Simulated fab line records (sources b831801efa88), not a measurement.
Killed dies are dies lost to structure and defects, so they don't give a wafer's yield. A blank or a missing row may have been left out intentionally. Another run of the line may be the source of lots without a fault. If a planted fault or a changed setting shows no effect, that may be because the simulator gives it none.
Which tool did it? / flow sfq-line / Sampling: 7 lots, 20 wafers, 2 of 325 route steps

## WHAT THE GAUGES SHOWED, per wafer
SFQ_L0_RS_MEAS_901: uses a four-point probe to measure.
lot=L762; measured=day 1 17:34; on=film-metro-03; L0_MONX_KI_RS (ohm/sq)=43.3 43.7 43.3
lot=L767; measured=day 2 18:36; on=film-metro-03; L0_MONX_KI_RS (ohm/sq)=43.2 43.0 43.1
lot=L772; measured=day 3 19:38; on=film-metro-04; L0_MONX_KI_RS (ohm/sq)=65.6 43.3 65.7 43.4
lot=L776; measured=day 4 15:35; on=film-metro-04; L0_MONX_KI_RS (ohm/sq)=43.3 43.7 43.3
lot=L779; measured=day 5 06:34; on=film-metro-03; L0_MONX_KI_RS (ohm/sq)=43.8 43.8 44.2
lot=L781; measured=day 5 16:34; on=film-metro-04; L0_MONX_KI_RS (ohm/sq)=43.7 43.7 43.4
lot=L783; measured=day 6 02:35; on=film-metro-03; L0_MONX_KI_RS (ohm/sq)=43.1 43.3 43.4

## WHAT TOOL EACH LOT RAN ON (gives the tool, then ch and the chambers of the sampled wafers, and finally the start)
lot=L762; SFQ_TRILAYER_L0_DEP_SPUTTER_003=pvd-sputter-05, day 1 17:29
lot=L767; SFQ_TRILAYER_L0_DEP_SPUTTER_003=pvd-sputter-04, day 2 18:29
lot=L772; SFQ_TRILAYER_L0_DEP_SPUTTER_003=pvd-sputter-04, day 3 19:32
lot=L776; SFQ_TRILAYER_L0_DEP_SPUTTER_003=pvd-sputter-06, day 4 15:29
lot=L779; SFQ_TRILAYER_L0_DEP_SPUTTER_003=pvd-sputter-05, day 5 06:29
lot=L781; SFQ_TRILAYER_L0_DEP_SPUTTER_003=pvd-sputter-05, day 5 16:29
lot=L783; SFQ_TRILAYER_L0_DEP_SPUTTER_003=pvd-sputter-06, day 6 02:29
- SFQ_TRILAYER_L0_DEP_SPUTTER_003: material MoNx KI, target thk 40 nm, time 100 s.

## THE ANSWER, worked out from the rows above alone
Rule: usual is defined by the lots themselves. Put in order of their means at a reading, lots are off if they are a third of the lots or fewer, leave a main group of 4 or more, and stand apart from it by a gap of 3 or more times the standard deviation of the main group's means; of several such gaps the widest counts. A main group whose means are all the same, to the digits that the tables above print for the reading, isn't used. Also off: a lot with no number at a reading for which 4 or more lots have one. The other lots that the step has rows for count as sound.
Off: L772, seen at SFQ_L0_RS_MEAS_901 (L0_MONX_KI_RS). For the main group the mean is 43.5 ohm/sq and the standard deviation 0.26.
If a tool, at a process step before that reading, ran all the lots that are off and no sound lot after the first of them, it fits. Those tools and the gauges at SFQ_L0_RS_MEAS_901 are tried in the same way. One fits: SFQ_TRILAYER_L0_DEP_SPUTTER_003 on pvd-sputter-04. A fault onset in the window from L767 (day 2 18:29, its last sound lot) to L772 (day 3 19:32, its first lot off) fits.

## WHAT HAD BEEN PUT IN BY THE SIMULATOR
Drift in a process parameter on pvd-sputter-04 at SFQ_TRILAYER_L0_DEP_SPUTTER_003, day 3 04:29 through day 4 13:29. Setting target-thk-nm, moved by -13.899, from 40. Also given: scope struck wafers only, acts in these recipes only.
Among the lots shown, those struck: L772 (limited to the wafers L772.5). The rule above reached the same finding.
